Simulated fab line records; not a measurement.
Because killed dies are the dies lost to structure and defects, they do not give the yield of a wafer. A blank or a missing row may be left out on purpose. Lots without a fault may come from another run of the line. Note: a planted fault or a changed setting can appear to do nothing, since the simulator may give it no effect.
The tool behind it: which one? :: flow sfq-line :: 7 lots, 21 wafers sampled, at 2 steps of a route of 325

WHAT EACH GAUGE READ, for each wafer
SFQ_M6_RS_MEAS_938: measurement is done with a four-point probe.
lot: L532
measured: day 72 14:38
on: film-metro-01
M6_NB_RS (ohm/sq): 0.890 0.873 0.890

lot: L537
measured: day 73 19:25
on: film-metro-02
M6_NB_RS (ohm/sq): 0.894 0.865 0.873

lot: L544
measured: day 77 10:07
on: film-metro-02
M6_NB_RS (ohm/sq): 0.567 0.562 0.900

lot: L546
measured: day 78 15:04
on: film-metro-02
M6_NB_RS (ohm/sq): 0.876 0.886 0.873

lot: L548
measured: day 79 01:52
on: film-metro-04
M6_NB_RS (ohm/sq): 0.908 0.894 0.892

lot: L551
measured: day 79 07:54
on: film-metro-01
M6_NB_RS (ohm/sq): 0.879 0.881 0.896

lot: L554
measured: day 80 04:04
on: film-metro-04
M6_NB_RS (ohm/sq): 0.898 0.874 0.885

EACH LOT AND THE TOOL THAT RAN IT (in order: tool; ch and the chambers of the sampled wafers; start)
lot: L532
SFQ_TRILAYER_M6_DEP_SPUTTER_157: pvd-sputter-05, day 72 14:33

lot: L537
SFQ_TRILAYER_M6_DEP_SPUTTER_157: pvd-sputter-05, day 73 19:19

lot: L544
SFQ_TRILAYER_M6_DEP_SPUTTER_157: pvd-sputter-06, day 77 09:59

lot: L546
SFQ_TRILAYER_M6_DEP_SPUTTER_157: pvd-sputter-04, day 78 14:58

lot: L548
SFQ_TRILAYER_M6_DEP_SPUTTER_157: pvd-sputter-04, day 79 01:46

lot: L551
SFQ_TRILAYER_M6_DEP_SPUTTER_157: pvd-sputter-04, day 79 07:46

lot: L554
SFQ_TRILAYER_M6_DEP_SPUTTER_157: pvd-sputter-04, day 80 03:58
- SFQ_TRILAYER_M6_DEP_SPUTTER_157: material Nb, target thk 200 nm, time 133.3 s.

THE ANSWER, worked out from the rows above alone
Rule: the usual values come from the lots themselves. Put in order of their means at a reading, lots are off if they are a third of the lots or fewer, leave a main group of 4 or more, and stand apart from it by a gap of 3 or more times the standard deviation of the main group's means; of several such gaps the widest counts. The tables above print the reading to a certain number of digits; a main group whose means all agree to those digits is not used. Also off: a lot with no number at a reading for which 4 or more lots have one. The other lots that the step has rows for count as sound.
Off: L544, at SFQ_M6_RS_MEAS_938 (M6_NB_RS). Mean 0.885 ohm/sq and standard deviation 0.0067 in the main group.
A tool fits if, at a process step before that reading, it ran every lot that is off, and no sound lot after the first of them. The gauges at SFQ_M6_RS_MEAS_938 are tried like those tools. One candidate fits, namely pvd-sputter-06 at SFQ_TRILAYER_M6_DEP_SPUTTER_157. It ran no sound lot before its first lot that is off in this sample, so the start can't be narrowed down.

WHAT WAS PUT IN BY THE SIMULATOR
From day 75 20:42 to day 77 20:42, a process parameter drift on pvd-sputter-06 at SFQ_TRILAYER_M6_DEP_SPUTTER_157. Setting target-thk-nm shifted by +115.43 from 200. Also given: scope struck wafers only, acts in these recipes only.
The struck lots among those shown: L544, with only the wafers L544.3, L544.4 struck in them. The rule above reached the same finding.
